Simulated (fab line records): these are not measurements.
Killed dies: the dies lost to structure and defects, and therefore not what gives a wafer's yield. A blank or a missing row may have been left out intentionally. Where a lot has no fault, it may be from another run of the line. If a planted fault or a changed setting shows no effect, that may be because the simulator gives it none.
One fault through the eyes of 2 desks :: flow gf180mcu :: what lay behind the numbers comes last; until then each desk has only its own

## AT THE TOOL OWNER'S DESK: implanter-03
The tool's own readings at GF_PSD_IMPLANT_09: means of the sampled wafers that have a number, for each lot that ran on this tool. Any lot whose mean is over 4 standard deviations away from the usual mean is out of limits and marked OUT; that distance is given in the brackets.
Columns: A = dose_ions_cm2 at GF_PSD_IMPLANT_09, usual 1.4998e+15; B = end_station_pressure_torr at GF_PSD_IMPLANT_09, usual 1.17e-05 Torr; C = faraday_current_uA at GF_PSD_IMPLANT_09, usual 8231
lot: L660
first seen here: day 15 10:56
A: 1.5007e+15
B: 1.12e-05
C: 8415

lot: L661
first seen here: day 15 16:15
A: 1.5015e+15
B: 1.15e-05
C: 8061

lot: L666
first seen here: day 17 08:07
A: 1.5002e+15
B: 1.15e-05
C: 8442

lot: L670
first seen here: day 18 19:47
A: 1.4996e+15
B: 1.19e-05
C: 8348

lot: L671
first seen here: day 19 03:09
A: 2.0913e+15 (+99 or more) OUT
B: 1.40e-05 (+4.4) OUT
C: 11360 (+21) OUT

lot: L672
first seen here: day 19 11:00
A: 2.0908e+15 (+99 or more) OUT
B: 1.42e-05 (+4.8) OUT
C: 11469 (+22) OUT
This desk finds L671, L672 out of limits, L671 being first, at day 19 03:09 (dose_ions_cm2 at GF_PSD_IMPLANT_09). L660, L661, L666, L670 stayed within limits.

## FROM THE METROLOGY DESK
What the gauges read for every lot (on any tool): the sampled wafers with a number, averaged. Any lot whose mean is over 4 standard deviations away from the usual mean is out of limits and marked OUT; that distance is given in the brackets.
Columns: A = STI_CVD_23_THK at GF_STI_THK_MEAS_24, usual 647 nm; B = PSD_TW at GF_PSD_TW_MEAS_11, usual 3163; C = PSD_RS at GF_PSD_RS_MEAS_15, usual 108.5 ohm/sq
lot: L660
first seen here: day 2 20:44
A: 647
B: 3163
C: 108.4

lot: L661
first seen here: day 3 00:16
A: 656
B: 3151
C: 108.3

lot: L663
first seen here: day 3 10:23
A: 637
B: 3130
C: 108.5

lot: L664
first seen here: day 3 16:31
A: 648
B: 3185
C: 108.7

lot: L665
first seen here: day 3 19:53
A: 641
B: 3134
C: 108.8

lot: L666
first seen here: day 4 03:08
A: 651
B: 3173
C: 108.6

lot: L670
first seen here: day 4 22:21
A: 646
B: 3179
C: 108.6

lot: L671
first seen here: day 5 04:25
A: 639
B: 3402 (+10) OUT
C: 102.7 (-19) OUT

lot: L672
first seen here: day 5 08:46
A: 648
B: 3381 (+9.1) OUT
C: 102.4 (-20) OUT

lot: L679
first seen here: day 6 22:02
A: 647
B: 3162
C: 108.4

lot: L680
first seen here: day 7 02:25
A: 656
B: 3144
C: 108.7
This desk's finding: out of limits on L671, L672; first on L671, day 19 03:24 (PSD_TW at GF_PSD_TW_MEAS_11). L660, L661, L663, L664, L665, L666, L670, L679, L680 stayed within limits.

## PUT TOGETHER
On L671, L672, at day 19 03:09, an alarm was possible from the tool owner's desk.
The metrology desk could have raised an alarm at day 19 03:24, on L671, L672.
Every lot named ran GF_PSD_IMPLANT_09 on implanter-03.

## WHAT THE SIMULATOR PUT IN
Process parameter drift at GF_PSD_IMPLANT_09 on implanter-03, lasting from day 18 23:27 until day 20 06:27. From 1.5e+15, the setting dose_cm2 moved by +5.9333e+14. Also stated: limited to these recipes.
Lots struck among those shown: L671, L672.
Time in hours from fault onset to the first out-of-limits reading at each desk: tool owner's desk 4, metrology desk 4.
